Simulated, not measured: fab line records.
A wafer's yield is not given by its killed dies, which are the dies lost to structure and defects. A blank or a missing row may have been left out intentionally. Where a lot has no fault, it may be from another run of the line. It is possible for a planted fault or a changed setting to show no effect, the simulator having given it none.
The tool behind it: which one?    flow gf180mcu    11 lots with 33 wafers sampled at 4 steps, on a route of 602 steps

== WHAT THE GAUGES SHOWED, per wafer ==
GF_M1_RS_MEAS_05: uses a four-point probe to measure.
lot   measured      on             M1_ALCU_RS (ohm/sq)
L680  day 16 02:09  film metro-04  0.0696 0.0696 0.0695
L682  day 16 22:43  film metro-01  0.0683 0.0690 0.0679
L684  day 18 00:38  film metro-02  0.0696 0.0698 0.0702
L694  day 21 23:11  film metro-04  0.0701 0.0703 0.0701
L695  day 21 23:17  film metro-02  0.0684 0.0687 0.0683
L696  day 22 11:56  film metro-01  0.0689 0.0693 0.0692
L698  day 22 18:41  film metro-04  0.0706 0.0704 0.0704
L699  day 23 04:07  film metro-01  0.0706 0.0714 0.0708
L700  day 23 12:10  film metro-01  0.0701 0.0702 0.0708
L701  day 23 19:53  film metro-01  0.0696 0.0697 0.0692
L702  day 24 07:13  film metro-04  0.0696 0.0701 0.0691

GF_V1_RS_MEAS_24: uses a four-point probe to measure.
lot   measured      on             V1_W_RS (ohm/sq)
L680  day 18 03:17  film metro-04  0.329 0.331 0.332
L682  day 19 00:24  film metro-04  0.331 0.334 0.334
L684  day 20 03:51  film metro-04  0.336 0.331 0.350
L694  day 23 22:48  film metro-01  0.329 0.331 0.329
L695  day 23 23:31  film metro-04  0.326 0.327 0.325
L696  day 24 12:32  film metro-04  0.332 0.327 0.327
L698  day 24 18:49  film metro-03  0.329 0.333 0.328
L699  day 25 03:56  film metro-03  0.328 0.323 0.322
L700  day 25 11:14  film metro-03  0.329 0.324 0.324
L701  day 25 18:55  film metro-03  0.324 0.320 0.326
L702  day 26 05:00  film metro-03  0.326 0.329 0.331

GF_V1_THK_MEAS_25: measures by xrf.
lot   measured      on             V1_W_THK (nm)
L680  day 18 03:23  film metro-04  343 344 340
L682  day 19 00:30  film metro-04  345 341 343
L684  day 20 03:58  film metro-04  342 347 327
L694  day 23 22:55  film metro-01  343 343 343
L695  day 23 23:38  film metro-04  350 347 350
L696  day 24 12:39  film metro-04  345 349 352
L698  day 24 18:55  film metro-03  347 344 347
L699  day 25 04:02  film metro-03  346 349 351
L700  day 25 11:22  film metro-03  345 350 349
L701  day 25 19:01  film metro-03  350 354 347
L702  day 26 05:06  film metro-03  343 340 340

== WHAT TOOL EACH LOT RAN ON (gives the tool, then ch and the chambers of the sampled wafers, and finally the start) ==
lot   GF_V1_CVD_23
L680  cvd w-01 ch 0,1, day 18 03:09
L682  cvd w-01 ch 0,1, day 19 00:17
L684  cvd w-01 ch 0,1, day 20 03:43
L694  cvd w-01 ch 0,1, day 23 22:41
L695  cvd w-02 ch 0,1, day 23 23:24
L696  cvd w-01 ch 0,1, day 24 12:25
L698  cvd w-01 ch 0,1, day 24 18:41
L699  cvd w-02 ch 0,1, day 25 03:48
L700  cvd w-01 ch 0,1, day 25 11:07
L701  cvd w-01 ch 0,1, day 25 18:46
L702  cvd w-01 ch 0,1, day 26 04:53
- GF_V1_CVD_23: deposits W, target thk 350 nm, time 105.05 s.

== AS READ BY THE TOOLS THEMSELVES (means over the sampled wafers that have a number; for cases with no such wafer, the mark the record gives instead) ==
GF_V1_CVD_23.
lot   tool      heater power w (W)
L680  cvd w-01  804
L682  cvd w-01  812
L684  cvd w-01  867
L694  cvd w-01  848
L695  cvd w-02  832
L696  cvd w-01  862
L698  cvd w-01  872
L699  cvd w-02  865
L700  cvd w-01  803
L701  cvd w-01  805
L702  cvd w-01  863

== THE ANSWER, worked out from the rows above alone ==
Rule: what is usual is taken from the lots themselves. Put in order of their means at a reading, lots are off if they are a third of the lots or fewer, leave a main group of 4 or more, and stand apart from it by a gap of 3 or more times the standard deviation of the main group's means; of several such gaps the widest counts. A main group is skipped when, at the precision printed for the reading in the tables above, its means are all equal. Also off: a lot with no number at a reading for which 4 or more lots have one. The other lots that the step has rows for count as sound. The gauges are gone through in route order, then the tools' own readings, and for those a lot's mean is taken as printed above. At the first step where some lot is off, the reading lying furthest off is the one used; lots without a number count as furthest.
Nothing can be told from this: no lot is off at any reading shown.

== WHAT THE SIMULATOR PUT IN ==
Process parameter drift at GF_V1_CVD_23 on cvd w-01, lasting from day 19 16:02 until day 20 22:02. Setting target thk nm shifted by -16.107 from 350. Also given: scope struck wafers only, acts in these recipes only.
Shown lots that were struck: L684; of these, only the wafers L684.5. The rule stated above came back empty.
